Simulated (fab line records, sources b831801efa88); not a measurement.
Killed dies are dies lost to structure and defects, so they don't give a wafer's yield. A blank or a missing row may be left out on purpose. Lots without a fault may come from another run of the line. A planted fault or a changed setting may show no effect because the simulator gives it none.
Which tool did it? | flow gf180mcu | 12 lots, 34 wafers sampled, at 6 steps of a route of 602

WHAT THE GAUGES READ, wafer by wafer
GF_V2_THK_MEAS_01. Usual: V2_CVD_00_THK 601 nm, standard deviation 6.
lot  | measured     | on            | V2_CVD_00_THK (nm) | flag
L495 | day 19 15:22 | film_metro-04 | 606 599 604        |
L496 | day 19 18:53 | film_metro-02 | 602 596 605        |
L497 | day 20 08:37 | film_metro-01 | 610 610 603        |
L499 | day 21 04:34 | film_metro-02 | 597 599 598        |
L500 | day 21 07:15 | film_metro-04 | 604 601 610        |
L501 | day 21 11:32 | film_metro-02 | 603 604 603        |
L502 | day 22 07:08 | film_metro-01 | 598 610 603        |
L505 | day 23 05:11 | film_metro-01 | 598 597 604        |
L508 | day 24 04:46 | film_metro-04 | 594 601 590        |
L509 | day 24 12:13 | film_metro-04 | 610 608 604        |
L515 | day 26 13:22 | film_metro-01 | 595 598            |
L517 | day 27 09:25 | film_metro-04 | 608 604            |

GF_V2_RS_MEAS_24: measures by four-point-probe. Usual: V2_W_RS 0.326 ohm/sq, standard deviation 0.0056.
lot  | measured     | on            | V2_W_RS (ohm/sq)  | flag
L495 | day 20 16:49 | film_metro-01 | 0.331 0.328 0.331 |
L496 | day 20 20:55 | film_metro-02 | 0.329 0.328 0.332 |
L497 | day 21 10:26 | film_metro-04 | 0.334 0.333 0.335 |
L499 | day 22 05:44 | film_metro-02 | 0.322 0.325 0.331 |
L500 | day 22 08:25 | film_metro-04 | 0.324 0.322 0.324 |
L501 | day 22 12:26 | film_metro-04 | 0.317 0.325 0.322 |
L502 | day 23 07:10 | film_metro-02 | 0.334 0.332 0.333 |
L505 | day 24 05:15 | film_metro-04 | 0.332 0.333 0.330 |
L508 | day 25 06:03 | film_metro-01 | 0.331 0.329 0.329 |
L509 | day 25 11:02 | film_metro-04 | 0.316 0.323 0.325 |
L515 | day 27 12:15 | film_metro-04 | 0.355 0.327       |
L517 | day 28 06:37 | film_metro-02 | 0.346 0.323       |

GF_V2_THK_MEAS_25: measures by xrf. Usual: V2_W_THK 348 nm, standard deviation 6.9.
lot  | measured     | on            | V2_W_THK (nm) | flag
L495 | day 20 16:55 | film_metro-01 | 339 344 339   |
L496 | day 20 21:01 | film_metro-02 | 352 348 344   |
L497 | day 21 10:33 | film_metro-04 | 338 343 336   |
L499 | day 22 05:52 | film_metro-02 | 352 349 342   |
L500 | day 22 08:31 | film_metro-04 | 354 355 353   |
L501 | day 22 12:33 | film_metro-04 | 358 351 355   |
L502 | day 23 07:17 | film_metro-02 | 341 345 346   |
L505 | day 24 05:22 | film_metro-04 | 341 340 341   |
L508 | day 25 06:10 | film_metro-01 | 340 343 343   |
L509 | day 25 11:08 | film_metro-04 | 364 353 351   |
L515 | day 27 12:22 | film_metro-04 | 323 351       |
L517 | day 28 06:44 | film_metro-02 | 328 352       |

WHICH TOOL RAN EACH LOT (tool, then ch and the chambers of the sampled wafers, then the start)
lot  | GF_M2_SPUTTER_04             | GF_V2_CMP_04                  | GF_V2_CVD_23
L495 | pvd_sputter-03, day 18 14:08 | cmp-01 ch 0,1, day 19 15:35   | cvd_w-01 ch 0,1, day 20 16:41
L496 | pvd_sputter-02, day 18 17:33 | cmp-01 ch 0,3, day 19 19:16   | cvd_w-01 ch 0,1, day 20 20:47
L497 | pvd_sputter-02, day 19 07:42 | cmp-01 ch 2,3, day 20 08:50   | cvd_w-01 ch 0,1, day 21 10:19
L499 | pvd_sputter-01, day 20 03:29 | cmp-02 ch 0,1,3, day 21 04:48 | cvd_w-01 ch 0,1, day 22 05:38
L500 | pvd_sputter-03, day 20 05:56 | cmp-01 ch 0,1, day 21 07:28   | cvd_w-02 ch 0,1, day 22 08:18
L501 | pvd_sputter-03, day 20 11:05 | cmp-02 ch 0,3, day 21 11:46   | cvd_w-02 ch 0,1, day 22 12:19
L502 | pvd_sputter-01, day 21 06:32 | cmp-01 ch 0,1,2, day 22 07:25 | cvd_w-01 ch 0,1, day 23 07:04
L505 | pvd_sputter-02, day 22 01:11 | cmp-02 ch 0,1,2, day 23 05:22 | cvd_w-01 ch 0,1, day 24 05:08
L508 | pvd_sputter-02, day 23 05:05 | cmp-01 ch 2,3, day 24 06:52   | cvd_w-01 ch 0,1, day 25 05:56
L509 | pvd_sputter-03, day 23 13:12 | cmp-01 ch 0,1,3, day 24 12:26 | cvd_w-02 ch 0,1, day 25 10:55
L515 | pvd_sputter-01, day 25 15:41 | cmp-02 ch 0,1, day 26 13:42   | cvd_w-01 ch 0, day 27 12:08
L517 | pvd_sputter-03, day 26 12:29 | cmp-02 ch 0,2, day 27 09:45   | cvd_w-01 ch 1, day 28 06:30
- GF_M2_SPUTTER_04: material TiN, target thk 50 nm, time 41.7 s.
- GF_V2_CMP_04: polishes SiO2.
- GF_V2_CVD_23: deposits W, target thk 350 nm, time 104.94 s.

WHAT THE TOOLS THEMSELVES READ (means of the sampled wafers that have a number; where no wafer has one, the mark that the record gives instead)
GF_M2_SPUTTER_04. Usual: chamber_pressure_pa 0.3999 Pa, standard deviation 0.00076; throttle_valve_pct 30.2 %, standard deviation 1.
lot  | tool           | chamber_pressure_pa (Pa) | throttle_valve_pct (%) | flag
L495 | pvd_sputter-03 | 0.3988                   | 30.6                   |
L496 | pvd_sputter-02 | 0.4001                   | 29.1                   |
L497 | pvd_sputter-02 | 0.4002                   | 29.7                   |
L499 | pvd_sputter-01 | 0.3994                   | 30.7                   |
L500 | pvd_sputter-03 | 0.3997                   | 29.7                   |
L501 | pvd_sputter-03 | 0.3993                   | 30.3                   |
L502 | pvd_sputter-01 | 0.3995                   | 29.9                   |
L505 | pvd_sputter-02 | 0.4008                   | 29.7                   |
L508 | pvd_sputter-02 | 0.3995                   | 29.5                   |
L509 | pvd_sputter-03 | 0.3998                   | 30.2                   |
L515 | pvd_sputter-01 | 0.4002                   | 29.9                   |
L517 | pvd_sputter-03 | 0.3994                   | 29.9                   |

GF_V2_CMP_04. Usual: motor_current_A 12.3 A, standard deviation 1.8; platen_rpm 60.01 rpm, standard deviation 0.042; time_to_endpoint_s 78 s, standard deviation 5.
lot  | tool   | motor_current_A (A) | platen_rpm (rpm) | time_to_endpoint_s (s) | flag
L495 | cmp-01 | 13.2                | 59.98            | 78                     |
L496 | cmp-01 | 12.5                | 60.03            | 73                     |
L497 | cmp-01 | 12.9                | 59.98            | 78                     |
L499 | cmp-02 | 10.5                | 60.03            | 74                     |
L500 | cmp-01 | 13.4                | 59.99            | 79                     |
L501 | cmp-02 | 11.5                | 60.00            | 80                     |
L502 | cmp-01 | 12.5                | 60.02            | 78                     |
L505 | cmp-02 | 11.3                | 60.04            | 74                     |
L508 | cmp-01 | 11.4                | 59.98            | 80                     |
L509 | cmp-01 | 13.8                | 59.98            | 79                     |
L515 | cmp-02 | 10.3                | 60.01            | 78                     |
L517 | cmp-02 | 12.9                | 60.00            | 82                     |

GF_V2_CVD_23. Usual: heater_power_w 899 W, standard deviation 100.
lot  | tool     | heater_power_w (W) | flag
L495 | cvd_w-01 | 865                |
L496 | cvd_w-01 | 862                |
L497 | cvd_w-01 | 871                |
L499 | cvd_w-01 | 844                |
L500 | cvd_w-02 | 1006               |
L501 | cvd_w-02 | 928                |
L502 | cvd_w-01 | 865                |
L505 | cvd_w-01 | 856                |
L508 | cvd_w-01 | 837                |
L509 | cvd_w-02 | 1029               |
L515 | cvd_w-01 | 841                |
L517 | cvd_w-01 | 891                |

THE ANSWER, worked out from the rows above alone
Rule: a lot is off if the mean of its wafers that have a number lies more than 3 standard deviations from the usual mean. A lot without any number at a reading at which 4 lots or more have one is off too. The other lots that the step has rows for count as sound. The gauges are gone through in route order, then the tools' own readings, and for those a lot's mean is taken as printed above. The first step at which some lot is off is used, and at that step the reading that is off furthest; a lot without a number counts as furthest.
No lot is off at any reading shown: from this, nothing can be told.

WHAT THE SIMULATOR HAD PUT IN
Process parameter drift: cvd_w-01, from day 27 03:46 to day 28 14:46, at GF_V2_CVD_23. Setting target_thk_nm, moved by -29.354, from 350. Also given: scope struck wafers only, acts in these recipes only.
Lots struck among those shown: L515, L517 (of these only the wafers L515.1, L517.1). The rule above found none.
